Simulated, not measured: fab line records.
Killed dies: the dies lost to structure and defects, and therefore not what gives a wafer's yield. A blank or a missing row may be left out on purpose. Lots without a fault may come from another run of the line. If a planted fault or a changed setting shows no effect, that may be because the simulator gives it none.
Code-filled problem report in 8D (eight disciplines) form / flow gf180mcu / the parts of the form that need people (team, actions taken, sign-off) are left out

== 1. THE ISSUE ==
Mean of run-length-s at GF_M3_METAL_ETCH_16: 126.3 s across 6 wafers in 2 lots; on wafers with no fault it is 132.9 s (standard deviation 0.81). Measured from the usual mean, that is -8.1 standard deviations.
The step: etches the open film in Cl2/BCl3, stops on SiO2, target depth 627.5 nm, time 104.6 s.
Earliest sighting: wafer L856.2 on rie-metal-03 at day 23 08:14. Wafers with a number at this step in the record: 18, from 6 lots. Rule for "out" (also "out of limits"): further than 4 standard deviations from the usual mean. The rest of the wafers with a number are treated as sound.

== 2. WHAT THIS IS AND IS NOT ==
question=which readings at this step | is=run-length-s, oes-product-au | is not=drypump-motor-current-A
question=which lots | is=L856, L857 | is not=L850, L866, L868, L873
question=which wafers of those lots | is=all that have a number | is not=-
question=read on which tools | is=rie-metal-03 | is not=rie-metal-02
question=when | is=from day 23 08:14 | is not=up to then (3 sound wafers); but 9 sound wafers of L866, L868, L873 came after

== 3. SUSPECTS, AND WHAT RULES EACH OUT ==
Counting: a tool at a process step up to the reading stays a suspect if it ran every lot that is out and no sound lot after the first of them.
- rie-metal-03 at GF_M3_METAL_ETCH_16 (etches the open film in Cl2/BCl3, stops on SiO2, target depth 627.5 nm, time 104.6 s): ruled out as a lasting fault. Sound lots L873 ran on it after its first lot that is out, L856 (day 23 08:14).
Left after counting: nothing in the record.

== 4. THE CAUSE (what the simulator had put in) ==
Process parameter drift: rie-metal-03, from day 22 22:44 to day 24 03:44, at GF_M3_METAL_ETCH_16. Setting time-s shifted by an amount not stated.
Counting ruled it out, wrongly.

== 5. SEQUENCE OF EFFECTS, ordered by route ==
Each row: a reading where the mean over the struck wafers with a number is more than 3 standard deviations away from the usual. Readings are gone through only where the record gives a usual standard deviation; hours: the median, over the lots, of the time from a lot's start at the first step in this table giving one to that lot's start at this step; sigmas: the change measured in usual standard deviations.
hours=0; step=GF_M3_METAL_ETCH_16; reading=oes-product-au; usual=0.973 a.u.; on struck wafers=1.020; change=+0.047; sigmas=+6.4
hours=0; step=GF_M3_METAL_ETCH_16; reading=run-length-s; usual=132.9 s; on struck wafers=126.3; change=-6.6; sigmas=-8.1
hours=0; step=GF_M3_METAL_ETCH_16; reading=throttle-valve-pct; usual=28.248 %; on struck wafers=28.193; change=-0.055; sigmas=-5.5
Here are the process steps it includes:
- GF_M3_METAL_ETCH_16: etches the open film in Cl2/BCl3, stops on SiO2, target depth 627.5 nm, time 104.6 s.

== 6. WHAT WOULD HAVE CAUGHT IT SOONER ==
In this record no reading fell out of limits until day 23 08:14, 10 hours after the fault had begun at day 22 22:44.
